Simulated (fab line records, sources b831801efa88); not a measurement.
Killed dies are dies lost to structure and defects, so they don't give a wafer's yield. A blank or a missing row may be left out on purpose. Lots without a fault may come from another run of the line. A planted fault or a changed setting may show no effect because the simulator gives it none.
A struck lot beside a sound one | flow gf180mcu | 29 steps out of a route of 602
Sound: wafers L452.2, L452.5, L452.6. Struck: wafers L454.2, L454.5. (L454.3 of the same lot was not struck and is left out.) The cause comes at the end.
At each step with rows: each side's tool, then ch and its chambers, then its first start. Under that, the readings that differ: sound wafers | struck wafers | difference of the means | sigmas: that difference in standard deviations of wafers without a fault.
alike: readings whose means differ by less than 2 such deviations, and words and numbers that are the same on both sides. not compared: withheld readings, readings that some wafer has no value for, bounds like >300 that may hide the same value, and numbers for which the record gives no deviation and whose values overlap.
The two part at a step that has a row with sigmas, a row that says differs or no value, or rows on one side only. Numbers that don't overlap but have no deviation are shown without sigmas and don't part them. A reading that every wafer of one side lacks parts them only if that side has two wafers or more.

first, 3 steps without rows for these wafers: GF_PSD_EXPOSE_04 (exposes mask Pplus, target cd 400 nm); GF_PSD_PEB_05; GF_PSD_DEVELOP_06 (develop time 60 s).
GF_PSD_CD_MEAS_07: target cd 400 nm.
  sound on cd_sem-02, day 18 08:31; struck on cd_sem-01, day 19 20:13
  reading    | sound             | struck      | difference | sigmas
  cd_nm (nm) | 402.9 404.9 405.5 | 398.5 394.5 | -7.9       | -3
GF_PSD_OVL_MEAS_08:
  sound on overlay-02, day 18 08:38; struck on overlay-02, day 19 20:20
  alike: PSD_OVL
then, 1 step without rows for these wafers: GF_PSD_IMPLANT_09.
GF_PSD_STRIP_10: strips in O2/N2.
  sound on plasma_asher-04 ch 0,1, day 18 08:49; struck on plasma_asher-02 ch 1, day 19 20:31
  reading                      | sound                | struck        | difference | sigmas
  heater_power_w (W)           | 376 353 369          | 255 253       | -112       | -2
  strip_time_to_endpoint_s (s) | 16.523 16.577 16.562 | 16.497 16.476 | -0.068     | -2
  alike: drypump_motor_current_A, oes_product_au
  not compared: rf_hours_counter_h
GF_PSD_TW_MEAS_11:
  sound on film_metro-04, day 18 08:55; struck on film_metro-04, day 19 20:37
  alike: PSD_TW
then, 1 step without rows for these wafers: GF_PSD_CLEAN_12 (cleans in SC1/SC2, time 150 s).
GF_PSD_RTA_13: time 20 s.
  sound on rtp_anneal-02 ch 0, day 18 09:02; struck on rtp_anneal-01 ch 0, day 19 20:44
  reading            | sound          | struck    | difference | sigmas
  lamp_power_pct (%) | 37.8 37.9 37.9 | 34.9 34.8 | -3.0       | -2
  alike: wafer_temp_C_max
GF_PSD_RS_MEAS_14: measures by four-point-probe.
  sound on film_metro-01, day 18 09:07; struck on film_metro-03, day 19 20:49
  alike: NSD_RS
GF_PSD_RS_MEAS_15: measures by four-point-probe.
  sound on film_metro-01, day 18 09:14; struck on film_metro-03, day 19 20:56
  reading         | sound                | struck        | difference | sigmas
  PSD_RS (ohm/sq) | 108.21 107.99 108.13 | 108.85 108.69 | +0.66      | +2
GF_SAB_CVD_00: deposits SiO2 from TEOS, target thk 50 nm, time 4.9302 s.
  sound on pecvd-03 ch 0,1,2, day 18 09:20; struck on pecvd-04 ch 0, day 19 21:02
  reading                              | sound            | struck      | difference | sigmas
  model.SiO2_of_SAB_CVD_00.thk_nm (nm) | 50.63 50.71 49.9 | 55.58 56.75 | +5.75      |
  alike: heater_power_w
GF_SAB_THK_MEAS_01:
  sound on film_metro-04, day 18 09:22; struck on film_metro-01, day 19 21:04
  reading             | sound          | struck    | difference | sigmas
  SAB_CVD_00_THK (nm) | 50.6 50.7 49.9 | 55.6 56.7 | +5.8       | +8
then, 7 steps without rows for these wafers: GF_SAB_DEHYDRATE_02 (time 60 s); GF_SAB_HMDS_03 (prime time 60 s); GF_SAB_COAT_04 (resist thk 1000 nm); GF_SAB_SOFTBAKE_05 (time 60 s); GF_SAB_EXPOSE_06 (exposes mask SAB, target cd 420 nm); GF_SAB_PEB_07; GF_SAB_DEVELOP_08 (develop time 60 s).
GF_SAB_CD_MEAS_09: target cd 420 nm.
  sound on cd_sem-01, day 19 09:36; struck on cd_sem-02, day 20 21:03
  reading    | sound             | struck      | difference | sigmas
  cd_nm (nm) | 425.9 424.8 424.7 | 420.1 419.8 | -5.2       | -2
GF_SAB_OVL_MEAS_10:
  sound on overlay-01, day 19 09:43; struck on overlay-02, day 20 21:09
  alike: SAB_OVL
GF_SAB_ETCH_11: etches SiO2 in C4F8/O2/Ar, target depth 55 nm, time 8.5 s.
  sound on rie_diel-04 ch 1,3, day 19 09:44; struck on rie_diel-01 ch 3, day 20 21:11
  alike: oes_product_au
  not compared: rf_hours_counter_h
then, 1 step without rows for these wafers: GF_SAB_WET_ETCH_12 (etches SiO2 in dHF, target depth 22 nm, time 440 s).
GF_SAB_STRIP_13: strips in O2/N2.
  sound on plasma_asher-02 ch 0,1, day 19 09:53; struck on plasma_asher-02 ch 0,1, day 20 21:21
  alike: drypump_motor_current_A, heater_power_w, oes_product_au, strip_time_to_endpoint_s
  not compared: rf_hours_counter_h
then, 1 step without rows for these wafers: GF_SALICIDE_CLEAN_00 (cleans in SC1/SC2, time 150 s).
GF_SALICIDE_WET_ETCH_01: etches SiO2 in dHF, target depth 5 nm, time 100 s.
  sound on wet_bench-01 ch 2, day 19 10:02; struck on wet_bench-03 ch 1, day 20 21:30
  reading                              | sound             | struck      | difference | sigmas
  model.SiO2_of_SAB_CVD_00.thk_nm (nm) | 40.05 40.12 39.28 | 45.04 46.21 | +5.81      |
GF_SALICIDE_SPUTTER_02: material Co, target thk 10 nm, time 20 s.
  sound on pvd_sputter-03, day 19 10:04; struck on pvd_sputter-03, day 20 21:32
  alike: throttle_valve_pct

WHERE THEY PART
First at GF_PSD_CD_MEAS_07; last, within this record, at GF_SAB_CD_MEAS_09. Later steps at which nothing parts them and some readings are alike: GF_SAB_OVL_MEAS_10, GF_SAB_ETCH_11, GF_SAB_STRIP_13, GF_SALICIDE_SPUTTER_02.

WHY: what the simulator had put in
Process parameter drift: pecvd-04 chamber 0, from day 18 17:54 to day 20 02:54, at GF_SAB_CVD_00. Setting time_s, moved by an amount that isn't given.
